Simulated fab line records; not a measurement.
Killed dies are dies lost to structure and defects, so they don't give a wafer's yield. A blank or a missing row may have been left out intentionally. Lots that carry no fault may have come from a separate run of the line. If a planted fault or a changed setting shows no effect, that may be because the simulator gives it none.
fab line records    flow sky130
record lots=11  wafers=33  last-day=50
route steps=708 shown METAL2@487 VIA2@521 PAD_OPEN@708
lots that met no fault: from a run of the same line without faults
start-h: hours from the record's opening day to when the first of the lot's shown wafers began    wait-h: how many hours have passed since the lot's step before this one    " as in the row above    L1.1+2: a row that stands for several wafers    - no value, or no start was given    * or withheld: withheld    < > ~ a bound
route shown NAME@n: names a module that has steps shown in the file, with the first one's number in the route    usual: mean/standard deviation of fault-free wafers    same: alike in all rows    chamber/n: place in a boat    sites: the reading at each site    _std_site: the standard deviation of these    _edge_site: mean of outer sites minus mean of inner sites    radius-mm: how far each site lies from the wafer's centre    mask NAME#n: copy n    behind: tool/chamber where the wafer was last shaped    hold: cause of the lot's hold/its duration in hours/its outcome    device: transistor that didn't switch, given as n, p or np    end of line: at the end of the route, the tests of the same wafers    a step with no rows: only its recipe    killed: not the wafer's yield, but the dies lost to structure and defects at the first sort    map: a wafer's dies, x killed, . not, _ none there
set.NAME: the setting as run; set.NAME@STEP: as run at that earlier step    model.NAME: the simulator's own value behind a step, which no gauge read
route steps across a sampled set of lots; one table per step, one row per wafer
services: a tool's chamber out of use, with start hour (start-h, from the record's first day; less than 0 if before it), hours out, and reason
## steps
# step SKY_METAL2_SPUTTER_04
# recipe material=TiN  target-thk-nm=70  power-w=6500  time-s=58.3  chamber-pressure-pa=0.4
# usual throttle-valve-pct=29.7/0.89
lot.wafer  tool            chamber  start-h  wait-h  throttle-valve-pct
L696.1     pvd-sputter-04  -        787.93   0.0     28.5
L696.2     "               -        "        "       31.5
L696.5     "               -        "        "       29.6
L698.1     pvd-sputter-02  -        808.49   0.0     30.5
L698.3     "               -        "        "       29.3
L698.4     "               -        "        "       30.1
L699.2     pvd-sputter-02  -        813.87   0.0     30.3
L699.5     "               -        "        "       30.6
L699.6     "               -        "        "       30.4
L700.2     pvd-sputter-02  -        822.09   0.0     29.3
L700.3     "               -        "        "       30.5
L700.4     "               -        "        "       29.3
L701.1     pvd-sputter-01  -        833.98   0.0     30.2
L701.2     "               -        "        "       27.5
L701.4     "               -        "        "       29.6
L702.3     pvd-sputter-02  -        838.42   0.0     29.3
L702.4     "               -        "        "       30.5
L702.5     "               -        "        "       29.3
L704.2     pvd-sputter-01  -        859.69   0.0     29.9
L704.5     "               -        "        "       30.2
L704.6     "               -        "        "       29.3
L705.3     pvd-sputter-02  -        870.57   0.0     30.5
L705.4     "               -        "        "       29.2
L705.6     "               -        "        "       29.4
L709.1     pvd-sputter-04  -        894.10   0.0     31.4
L709.2     "               -        "        "       28.7
L709.4     "               -        "        "       29.5
L719.2     pvd-sputter-02  -        973.32   0.0     29.5
L719.3     "               -        "        "       29.6
L719.5     "               -        "        "       29.4
L718.1     pvd-sputter-02  -        975.96   0.0     29.3
L718.2     "               -        "        "       29.5
L718.6     "               -        "        "       29.1
# step SKY_METAL2_DESCUM_17
# recipe chemistry=O2  source-power-w=150  bias-power-w=0  pressure-mtorr=10  temp-c=40  time-s=8
# usual drypump-motor-current-A=5.9/0.48  he-backside-leak-sccm=3.21/0.3  oes-product-au=1.003/0.014
lot.wafer  tool          chamber  start-h  wait-h  drypump-motor-current-A  he-backside-leak-sccm  oes-product-au  rf-hours-counter-h
L696.1     rie-metal-01  0        814.36   0.0     5.2                      3.06                   0.997           16
L696.2     "             1        "        "       6.5                      3.16                   0.999           4
L696.5     "             1        "        "       6.5                      3.36                   1.015           -
L698.1     rie-metal-04  1        834.93   0.0     5.5                      3.18                   1.021           13
L698.3     "             0        "        "       6.1                      3.34                   1.002           -
L698.4     "             1        "        "       5.5                      3.25                   1.025           -
L699.2     rie-metal-01  0        840.42   0.0     5.2                      3.09                   1.004           17
L699.5     "             1        "        "       6.4                      2.97                   1.003           -
L699.6     "             0        "        "       5.2                      3.03                   1.003           -
L700.2     rie-metal-02  0        848.27   0.0     5.9                      3.51                   1.008           7
L700.3     "             0        "        "       5.9                      3.36                   0.993           -
L700.4     "             1        "        "       6.1                      3.28                   0.969           -
L701.1     rie-metal-02  0        859.83   0.0     5.9                      3.32                   1.017           8
L701.2     "             1        "        "       6.1                      3.08                   0.991           6
L701.4     "             1        "        "       6.1                      3.19                   0.986           -
L702.3     rie-metal-01  1        864.24   0.0     6.4                      2.94                   1.021           -
L702.4     "             1        "        "       6.5                      3.12                   1.015           -
L702.5     "             1        "        "       6.5                      3.22                   1.011           -
L704.2     rie-metal-04  1        885.68   0.0     5.5                      3.20                   1.025           14
L704.5     "             0        "        "       6.1                      3.31                   1.009           -
L704.6     "             1        "        "       5.5                      3.34                   1.024           -
L705.3     rie-metal-01  1        896.72   0.0     6.5                      3.22                   1.015           -
L705.4     "             0        "        "       5.2                      4.92                   0.990           -
L705.6     "             0        "        "       5.1                      3.06                   0.985           -
L709.1     rie-metal-04  0        919.87   0.0     6.1                      3.27                   1.014           10
L709.2     "             1        "        "       5.5                      3.14                   1.024           16
L709.4     "             0        "        "       6.1                      3.29                   1.014           -
L719.2     rie-metal-01  0        996.92   0.0     5.1                      2.99                   0.995           8
L719.3     "             1        "        "       6.5                      5.70                   1.016           -
L719.5     "             0        "        "       5.2                      3.04                   0.988           -
L718.1     rie-metal-02  1        1000.02  0.0     6.1                      3.19                   0.979           13
L718.2     "             0        "        "       5.9                      3.53                   1.014           15
L718.6     "             0        "        "       5.9                      3.45                   0.999           -
# step SKY_VIA2_ETCH_14
# recipe chemistry=N2/H2  target=BARC  ion-energy-ev=200  source-w=500  bias-w=100  pressure-mtorr=30  n2-flow-sccm=100  h2-flow-sccm=200  stop-on=SiO2  time-s=45.9  target-depth-a=600
# usual drypump-motor-current-A=5.9/0.5  oes-product-au=0.855/0.005  rf-fwd-power-W=494.7/1.8  throttle-valve-pct=13.226/0.01
lot.wafer  tool         chamber  start-h  wait-h  drypump-motor-current-A  oes-product-au  rf-fwd-power-W  rf-hours-counter-h  throttle-valve-pct
L696.1     rie-diel-04  2        842.34   0.0     6.4                      0.856           493.9           12                  13.248
L696.2     "            0        "        "       6.5                      0.858           494.0           8                   13.206
L696.5     "            3        "        "       6.3                      0.861           496.9           -                   13.221
L698.1     rie-diel-01  0        862.21   0.0     5.5                      0.853           497.1           9                   13.218
L698.3     "            2        "        "       6.2                      0.861           495.0           12                  13.240
L698.4     "            3        "        "       4.7                      0.861           492.8           17                  13.227
L699.2     rie-diel-02  1        867.96   0.0     5.6                      0.859           494.7           19                  13.224
L699.5     "            0        "        "       6.1                      0.860           493.3           -                   13.209
L699.6     "            1        "        "       5.7                      0.853           495.6           -                   13.228
L700.2     rie-diel-04  3        875.66   0.0     6.3                      0.861           495.2           5                   13.219
L700.3     "            1        "        "       5.9                      0.849           493.2           10                  13.236
L700.4     "            0        "        "       6.6                      0.862           494.0           9                   13.222
L701.1     rie-diel-02  1        887.66   0.0     5.7                      0.861           493.0           20                  13.216
L701.2     "            0        "        "       6.0                      0.853           492.0           18                  13.209
L701.4     "            2        "        "       5.6                      0.851           492.4           16                  13.231
L702.3     rie-diel-04  3        890.97   0.0     6.3                      0.858           495.0           5                   13.257
L702.4     "            1        "        "       5.9                      0.866           494.2           11                  13.228
L702.5     "            2        "        "       6.5                      0.856           494.6           -                   13.228
L704.2     rie-diel-02  0        912.42   0.0     6.0                      0.861           495.2           19                  13.234
L704.5     "            2        "        "       5.6                      0.858           493.3           -                   13.235
L704.6     "            1        "        "       5.7                      0.847           497.2           -                   13.217
L705.3     rie-diel-02  0        924.41   0.0     6.0                      0.852           496.7           19                  13.208
L705.4     "            1        "        "       5.6                      0.849           494.9           21                  13.226
L705.6     "            2        "        "       5.6                      0.842           490.9           -                   13.216
L709.1     rie-diel-04  1        946.92   0.0     5.9                      0.852           493.1           12                  13.211
L709.2     "            3        "        "       6.3                      0.847           496.7           6                   13.226
L709.4     "            0        "        "       6.6                      0.862           494.2           10                  13.206
L719.2     rie-diel-01  0        1022.37  0.0     5.5                      0.858           493.8           14                  13.229
L719.3     "            2        "        "       6.2                      0.853           494.9           18                  13.226
L719.5     "            2        "        "       6.2                      0.863           493.3           -                   13.228
L718.1     rie-diel-02  1        1024.11  0.0     5.7                      0.852           570.7           25                  13.210
L718.2     "            3        "        "       6.0                      0.863           493.7           11                  13.220
L718.6     "            3        "        "       6.1                      0.864           495.3           -                   13.245
# step SKY_VIA2_THK_MEAS_23
# recipe thk-meas-gauge=xrf  reads=W_of_VIA2_CVD_21
# usual VIA2_W_THK=433/6.7
lot.wafer  tool           chamber  start-h  wait-h  VIA2_W_THK[nm]
L696.1     film-metro-03  -        843.36   0.1     430
L696.2     "              -        "        "       429
L696.5     "              -        "        "       433
L698.1     film-metro-03  -        863.22   0.1     436
L698.3     "              -        "        "       443
L698.4     "              -        "        "       435
L699.2     film-metro-02  -        868.98   0.1     430
L699.5     "              -        "        "       429
L699.6     "              -        "        "       423
L700.2     film-metro-03  -        876.70   0.1     430
L700.3     "              -        "        "       432
L700.4     "              -        "        "       432
L701.1     film-metro-03  -        888.67   0.1     432
L701.2     "              -        "        "       421
L701.4     "              -        "        "       424
L702.3     film-metro-04  -        892.01   0.1     443
L702.4     "              -        "        "       442
L702.5     "              -        "        "       445
L704.2     film-metro-03  -        913.44   0.1     438
L704.5     "              -        "        "       437
L704.6     "              -        "        "       434
L705.3     film-metro-04  -        925.66   0.1     443
L705.4     "              -        "        "       441
L705.6     "              -        "        "       442
L709.1     film-metro-03  -        947.97   0.1     435
L709.2     "              -        "        "       435
L709.4     "              -        "        "       440
L719.2     film-metro-03  -        1023.39  0.1     421
L719.3     "              -        "        "       421
L719.5     "              -        "        "       426
L718.1     film-metro-02  -        1025.12  0.1     431
L718.2     "              -        "        "       432
L718.6     "              -        "        "       426
# step SKY_PAD_OPEN_PROBE_99
# usual defect-limited-yield=82.8/2.1  killed_at_M0_to_M3=42/6.6  killed_at_M4_up=3.1/1.9  killed-at-contacts=24/5.6  killed-at-front-end=15/4.8  killed-at-other=0.3/0.48  killed-dies=84/10  killed-open=47/6.8  killed-short=37/6.8  sort_bin_3_pad_short=0.9/0.48  sort_bin_5_function=10.1/1.4  sort_bin_6_memory=6.2/1.2  sort_bin_8_speed=0.00/0.017  sort-n-pass=408/10  sort-yield-pct=82.8/2.1
# same gross-dies=492  killed-at-back-side=0  sort_bin_4_leakage[%]=0
lot.wafer  tool       chamber  start-h  wait-h  defect-limited-yield[%]  killed_at_M0_to_M3  killed_at_M4_up  killed-at-contacts  killed-at-front-end  killed-at-other  killed-dies  killed-open  killed-short  sort_bin_3_pad_short[%]  sort_bin_5_function[%]  sort_bin_6_memory[%]  sort_bin_8_speed[%]  sort-n-pass  sort-yield-pct[%]
L704.2     prober-01  -        1126.58  0.1     81.7                     44                  7                26                  12                   1                90           46           44            1.4                      11.0                    5.9                   0                    402          81.7
L704.5     prober-01  -        1126.73  0.2     85.0                     29                  4                31                  10                   0                74           43           31            1.4                      7.7                     5.9                   0                    418          85.0
L704.6     prober-01  -        1126.78  0.2     83.7                     35                  6                24                  15                   0                80           46           34            0.8                      10.0                    5.5                   0                    412          83.7
L705.3     prober-02  -        1136.61  0.2     84.8                     41                  2                19                  13                   0                75           47           28            1.0                      7.9                     6.3                   0                    417          84.8
L705.4     prober-02  -        1136.66  0.2     83.3                     35                  2                28                  17                   0                82           40           42            1.0                      8.5                     7.1                   0                    410          83.3
L705.6     prober-02  -        1136.76  0.2     81.5                     44                  5                22                  20                   0                91           50           41            1.0                      11.6                    5.9                   0                    401          81.5
L719.2     prober-02  -        1203.43  0.1     83.9                     37                  1                26                  15                   0                79           41           38            0.4                      8.5                     7.1                   0                    413          83.9
L719.3     prober-02  -        1203.48  0.2     82.5                     36                  5                27                  18                   0                86           51           35            0.6                      10.2                    6.7                   0                    406          82.5
L719.5     prober-02  -        1203.58  0.2     85.2                     34                  3                24                  11                   1                73           38           35            1.4                      8.1                     5.3                   0                    419          85.2
# killed by level:class
L704.2 VIA1:geometric-particle:open=10 VIA2:geometric-particle:open=9 CONTACT:geometric-particle:open=7 VIA3:geometric-particle:open=7 LI_CONTACT:geometric-particle:open=6 LOCAL_INTERCONNECT:geometric-particle:short=6 CONTACT:geometric-particle:short=5 METAL1:geometric-particle:short=5
L704.5 CONTACT:geometric-particle:open=12 VIA1:geometric-particle:open=11 FIELD_ISO:geometric-particle:open=6 LI_CONTACT:geometric-particle:open=5 LOCAL_INTERCONNECT:geometric-particle:short=5 CONTACT:geometric-particle:short=5 VIA1:geometric-particle:short=5 METAL2:geometric-particle:short=4
L704.6 LI_CONTACT:geometric-particle:open=10 CONTACT:geometric-particle:open=9 VIA1:geometric-particle:open=7 POLY_GATE:geometric-particle:short=6 VIA2:geometric-particle:open=5 METAL4:geometric-particle:short=5 POLY_GATE:geometric-particle:open=4 METAL2:geometric-particle:open=4
L705.3 VIA1:geometric-particle:open=10 VIA2:geometric-particle:open=10 CONTACT:geometric-particle:open=8 METAL2:geometric-particle:short=6 FIELD_ISO:geometric-particle:open=4 LI_CONTACT:geometric-particle:open=4 CONTACT:geometric-particle:short=4 VIA3:geometric-particle:open=4
L705.4 CONTACT:geometric-particle:open=10 CONTACT:geometric-particle:short=8 VIA3:geometric-particle:open=7 FIELD_ISO:geometric-particle:open=6 METAL2:geometric-particle:short=6 FIELD_ISO:geometric-particle:short=5 LI_CONTACT:geometric-particle:open=5 VIA1:geometric-particle:short=5
L705.6 VIA1:geometric-particle:open=9 CONTACT:geometric-particle:open=8 VIA3:geometric-particle:open=8 FIELD_ISO:geometric-particle:open=7 METAL2:geometric-particle:short=7 METAL1:geometric-particle:short=6 FIELD_ISO:geometric-particle:short=5 LI_CONTACT:geometric-particle:open=4
L719.2 CONTACT:geometric-particle:open=9 LI_CONTACT:geometric-particle:open=8 VIA2:geometric-particle:open=6 METAL2:geometric-particle:short=6 FIELD_ISO:geometric-particle:open=5 VIA1:geometric-particle:short=5 METAL1:geometric-particle:short=5 CONTACT:geometric-particle:short=4
L719.3 VIA1:geometric-particle:open=11 CONTACT:geometric-particle:open=10 FIELD_ISO:geometric-particle:open=9 CONTACT:geometric-particle:short=8 VIA2:geometric-particle:open=5 LI_CONTACT:geometric-particle:open=5 FIELD_ISO:geometric-particle:short=4 METAL2:geometric-particle:short=4
L719.5 LI_CONTACT:geometric-particle:open=8 CONTACT:geometric-particle:open=7 METAL1:geometric-particle:short=6 VIA1:geometric-particle:short=6 VIA1:geometric-particle:open=5 FIELD_ISO:geometric-particle:short=4 FIELD_ISO:geometric-particle:open=4 LOCAL_INTERCONNECT:geometric-particle:short=4
## services
tool            chamber  start-h  hours  kind
rie-diel-01     1        767.13   2.8    repair
rie-diel-04     1        789.15   12.3   repair
rie-diel-01     1        797.37   5.7    repair
rie-metal-04    0        807.77   4.8    repair
pvd-sputter-02  -        838.63   0.8    repair
rie-metal-01    0        846.76   -      clean
rie-metal-01    0        846.76   19.1   scheduled-down
rie-metal-01    0        846.76   19.1   vent-cycle
rie-diel-04     -        879.72   1.5    repair
pvd-sputter-01  -        908.64   2.2    repair
pvd-sputter-02  -        927.87   0.9    repair
rie-metal-04    1        932.66   -      clean
rie-metal-04    1        932.66   21.5   scheduled-down
rie-metal-04    1        932.66   21.5   vent-cycle
rie-metal-01    1        938.43   16.3   repair
rie-diel-01     3        1003.96  5.2    repair
rie-metal-04    -        1007.21  0.1    repair
rie-metal-04    -        1016.42  0.6    repair
pvd-sputter-01  -        1019.03  4.9    repair
rie-diel-02     2        1019.04  7.8    repair
rie-metal-01    1        1020.24  4.8    repair
rie-diel-01     -        1023.78  0.5    repair
## key
first-sign step=SKY_VIA2_ETCH_14  reading=rf-fwd-power-W  direction=up  sigmas=43  usual=494.7  struck=570.7
effect none on later readings
met-at SKY_VIA2_ETCH_14
struck-lots L718
struck-wafers L718.1
not-acting-at SKY_METAL2_SPUTTER_04,SKY_METAL2_DESCUM_17,SKY_VIA2_THK_MEAS_23
onset-between 924.41 1024.11
fault kind=process-parameter-drift  tool=rie-diel-02  chamber=1  onset-h=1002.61  steps=SKY_VIA2_ETCH_14  channel=source-w  offset=80  shape=step  end-h=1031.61  acts-in=these-recipes-only  stated=500
